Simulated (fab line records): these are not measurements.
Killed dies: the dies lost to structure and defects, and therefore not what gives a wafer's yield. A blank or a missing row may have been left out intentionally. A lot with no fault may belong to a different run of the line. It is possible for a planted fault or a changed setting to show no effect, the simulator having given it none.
Matching of chambers | flow sky130 | cmp-02 running SKY_FIELD_ISO_CMP_27: 4 sister chambers
The step polishes, stops on Si3N4, t overpolish 16 s, target thk 457.8 nm. 16 wafers are shown with their chamber, then 8 later ones without.

## WAFERS, EACH WITH ITS CHAMBER
wafer  | chamber | motor_current_A (A) | overpolish_run_s (s) | platen_rpm (rpm)
L160.1 | 0       | 11.7                | 15.992               | 59.96
L160.5 | 0       | 11.5                | 15.995               | 60.02
L160.6 | 3       | 10.0                | 15.992               | 59.96
L162.4 | 3       | 10.1                | 15.996               | 59.97
L162.5 | 3       | 10.3                | 16.008               | 60.04
L162.6 | 0       | 10.7                | 16.000               | 59.98
L164.1 | 2       | 12.2                | 16.008               | 59.97
L164.2 | 0       | 12.1                | 16.016               | 59.98
L164.5 | 1       | 14.3                | 15.996               | 60.00
L166.1 | 0       | 12.0                | 16.014               | 60.02
L166.5 | 3       | 10.3                | 16.005               | 59.94
L166.6 | 2       | 12.2                | 16.018               | 59.99
L173.4 | 0       | 11.8                | 15.991               | 59.98
L173.5 | 2       | 11.5                | 16.019               | 59.99
L173.6 | 3       | 10.2                | 15.999               | 59.95
L179.1 | 0       | 11.7                | 15.989               | 59.98

SIGNATURES (averages over the wafers above)
reading          | chamber 0 | chamber 1 | chamber 2 | chamber 3 | scatter within a chamber
motor_current_A  | 11.643    | 14.300    | 11.967    | 10.180    | 0.373
overpolish_run_s | 15.99957  | 15.99600  | 16.01500  | 16.00000  | 0.00906
platen_rpm       | 59.9886   | 60.0000   | 59.9833   | 59.9720   | 0.0283
Rule: a wafer's distance from a chamber is the root of the sum, over the readings, of the square of ((its reading less the chamber's mean) divided by the reading's scatter). If the next closest chamber is less than 2 further off than the closest, the wafer can't be placed; otherwise it belongs to the closest. The scatter: take each reading less its chamber's mean, square it, sum over the shown wafers, divide by the number of wafers less the number of chambers, and take the root.

## WAFERS MISSING THEIR CHAMBER
wafer  | motor_current_A (A) | overpolish_run_s (s) | platen_rpm (rpm)
L179.3 | 12.0                | 15.991               | 59.98
L179.5 | 13.5                | 15.990               | 60.00
L180.1 | 14.2                | 16.002               | 59.97
L180.3 | 11.9                | 15.987               | 59.97
L180.6 | 14.4                | 15.989               | 60.05
L181.2 | 13.7                | 16.013               | 59.99
L181.4 | 11.5                | 16.003               | 60.04
L181.6 | 11.9                | 16.010               | 60.03

## THE CHAMBER EACH PASSED THROUGH
wafer  | from the rows above     | in truth
L179.3 | can't be placed: 0 or 2 | 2
L179.5 | 1                       | 1
L180.1 | 1                       | 1
L180.3 | can't be placed: 0 or 2 | 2
L180.6 | 1                       | 1
L181.2 | 1                       | 1
L181.4 | can't be placed: 0 or 2 | 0
L181.6 | can't be placed: 2 or 0 | 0
Correct placement for 4 of the 8. These rows do not allow placing 4 (true chamber among the candidates in 4). Placed wrongly: 0.
